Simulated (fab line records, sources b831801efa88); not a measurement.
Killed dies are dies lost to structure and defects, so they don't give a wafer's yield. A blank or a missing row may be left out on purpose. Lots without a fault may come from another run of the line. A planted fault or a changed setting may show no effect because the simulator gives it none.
Which tool did it? | flow sky130 | 11 lots, 30 wafers sampled, at 4 steps of a route of 708

WHAT THE GAUGES READ, wafer by wafer
SKY_LI_CONTACT_THK_MEAS_23: measures by xrf.
lot  | measured     | on            | LI_CONTACT_W_THK (nm)
L342 | day 29 06:14 | film_metro-02 | 393 395 399
L344 | day 31 09:47 | film_metro-01 | 389 392 384
L343 | day 31 10:37 | film_metro-01 | 386 392 390
L345 | day 31 10:57 | film_metro-02 | 390 393 391
L349 | day 32 03:37 | film_metro-03 | 386 388
L351 | day 32 09:09 | film_metro-03 | 378 380
L352 | day 32 19:03 | film_metro-03 | 377 380
L359 | day 35 06:09 | film_metro-03 | 391 385 386
L361 | day 35 17:22 | film_metro-02 | 393 388 387
L362 | day 35 19:14 | film_metro-01 | 391 389 390
L363 | day 36 07:03 | film_metro-01 | 390 393 397

WHICH TOOL RAN EACH LOT (tool, then ch and the chambers of the sampled wafers, then the start)
lot  | SKY_LI_CONTACT_ETCH_14             | SKY_LI_CONTACT_STRIP_16              | SKY_LI_CONTACT_SPUTTER_19
L342 | rie_diel-01 ch 1,2,3, day 29 05:26 | plasma_asher-04 ch 0,1, day 29 05:34 | pvd_sputter-02, day 29 05:52
L344 | rie_diel-01 ch 0,1, day 31 08:59   | plasma_asher-02 ch 1, day 31 09:07   | pvd_sputter-03, day 31 09:24
L343 | rie_diel-03 ch 0,2,3, day 31 09:47 | plasma_asher-04 ch 0,1, day 31 09:57 | pvd_sputter-03, day 31 10:13
L345 | rie_diel-01 ch 0,2,3, day 31 10:08 | plasma_asher-03 ch 0,1, day 31 10:16 | pvd_sputter-02, day 31 10:34
L349 | rie_diel-01 ch 1,3, day 32 02:47   | plasma_asher-04 ch 0,1, day 32 02:56 | pvd_sputter-01, day 32 03:12
L351 | rie_diel-01 ch 0,1, day 32 08:21   | plasma_asher-04 ch 0,1, day 32 08:29 | pvd_sputter-01, day 32 08:46
L352 | rie_diel-01 ch 1,3, day 32 18:14   | plasma_asher-04 ch 0, day 32 18:22   | pvd_sputter-02, day 32 18:40
L359 | rie_diel-03 ch 2,3, day 35 05:20   | plasma_asher-04 ch 0,1, day 35 05:28 | pvd_sputter-02, day 35 05:46
L361 | rie_diel-01 ch 0,3, day 35 16:33   | plasma_asher-04 ch 0,1, day 35 16:41 | pvd_sputter-02, day 35 16:58
L362 | rie_diel-01 ch 0,1, day 35 18:20   | plasma_asher-02 ch 0,1, day 35 18:28 | pvd_sputter-02, day 35 18:46
L363 | rie_diel-04 ch 0,1, day 36 06:14   | plasma_asher-04 ch 1, day 36 06:22   | pvd_sputter-03, day 36 06:40
- SKY_LI_CONTACT_ETCH_14: etches BARC in N2/H2, stops on SiO2, time 45.9 s, target depth 60 nm.
- SKY_LI_CONTACT_STRIP_16: strips in O2/N2.
- SKY_LI_CONTACT_SPUTTER_19: material Ti, target thk 20 nm, time 106.37 s.

WHAT THE TOOLS THEMSELVES READ (means of the sampled wafers that have a number; where no wafer has one, the mark that the record gives instead)
SKY_LI_CONTACT_ETCH_14.
lot  | tool        | drypump_motor_current_A (A) | n2_flow_sccm (sccm) | oes_product_au (a.u.) | run_length_s (s) | throttle_valve_pct (%)
L342 | rie_diel-01 | 5.8                         | 99.97               | 0.855                 | 74.2             | 13.220
L344 | rie_diel-01 | 5.7                         | 99.75               | 0.853                 | 74.5             | 13.222
L343 | rie_diel-03 | 6.1                         | 99.97               | 0.856                 | 74.0             | 13.223
L345 | rie_diel-01 | 5.8                         | 100.14              | 0.851                 | 74.6             | 13.233
L349 | rie_diel-01 | 6.1                         | 100.11              | 0.924                 | 54.4             | 13.238
L351 | rie_diel-01 | 5.8                         | 99.84               | 0.919                 | 55.0             | 13.238
L352 | rie_diel-01 | 6.0                         | 99.61               | 0.919                 | 54.0             | 13.243
L359 | rie_diel-03 | 5.8                         | 100.16              | 0.858                 | 73.7             | 13.220
L361 | rie_diel-01 | 6.0                         | 100.03              | 0.858                 | 74.6             | 13.223
L362 | rie_diel-01 | 5.7                         | 100.02              | 0.860                 | 74.4             | 13.229
L363 | rie_diel-04 | 5.7                         | 100.06              | 0.852                 | 73.7             | 13.223

SKY_LI_CONTACT_STRIP_16.
lot  | tool            | drypump_motor_current_A (A) | n2_flow_sccm (sccm) | oes_product_au (a.u.) | strip_time_to_endpoint_s (s)
L342 | plasma_asher-04 | 6.1                         | 300.5               | 0.375                 | 3.54
L344 | plasma_asher-02 | 5.8                         | 300.4               | 0.377                 | 3.50
L343 | plasma_asher-04 | 5.8                         | 300.0               | 0.376                 | 3.51
L345 | plasma_asher-03 | 5.6                         | 300.2               | 0.380                 | 3.55
L349 | plasma_asher-04 | 6.0                         | 300.6               | 0.387                 | 3.73
L351 | plasma_asher-04 | 6.0                         | 300.1               | 0.381                 | 3.70
L352 | plasma_asher-04 | 6.4                         | 299.6               | 0.384                 | 3.71
L359 | plasma_asher-04 | 6.1                         | 300.2               | 0.371                 | 3.48
L361 | plasma_asher-04 | 6.1                         | 300.9               | 0.380                 | 3.55
L362 | plasma_asher-02 | 5.3                         | 299.7               | 0.376                 | 3.52
L363 | plasma_asher-04 | 5.4                         | 300.2               | 0.379                 | 3.52

SKY_LI_CONTACT_SPUTTER_19.
lot  | tool           | throttle_valve_pct (%)
L342 | pvd_sputter-02 | 30.1
L344 | pvd_sputter-03 | 29.8
L343 | pvd_sputter-03 | 29.6
L345 | pvd_sputter-02 | 30.5
L349 | pvd_sputter-01 | 29.2
L351 | pvd_sputter-01 | 29.8
L352 | pvd_sputter-02 | 30.8
L359 | pvd_sputter-02 | 29.6
L361 | pvd_sputter-02 | 29.3
L362 | pvd_sputter-02 | 30.2
L363 | pvd_sputter-03 | 29.7

THE ANSWER, worked out from the rows above alone
Rule: what is usual is taken from the lots themselves. Put in order of their means at a reading, lots are off if they are a third of the lots or fewer, leave a main group of 4 or more, and stand apart from it by a gap of 3 or more times the standard deviation of the main group's means; of several such gaps the widest counts. A main group whose means are all the same, to the digits that the tables above print for the reading, isn't used. A lot without any number at a reading at which 4 lots or more have one is off too. The other lots that the step has rows for count as sound. The gauges are gone through in route order, then the tools' own readings, and for those a lot's mean is taken as printed above. The first step at which some lot is off is used, and at that step the reading that is off furthest; a lot without a number counts as furthest.
Off: L349, L351, L352, at SKY_LI_CONTACT_ETCH_14 (run_length_s). The main group: mean 74.2 s, standard deviation 0.35.
A tool fits if, at that step or a process step before it, it ran every lot that is off, and no sound lot after the first of them. None of those tried fits.

WHAT THE SIMULATOR HAD PUT IN
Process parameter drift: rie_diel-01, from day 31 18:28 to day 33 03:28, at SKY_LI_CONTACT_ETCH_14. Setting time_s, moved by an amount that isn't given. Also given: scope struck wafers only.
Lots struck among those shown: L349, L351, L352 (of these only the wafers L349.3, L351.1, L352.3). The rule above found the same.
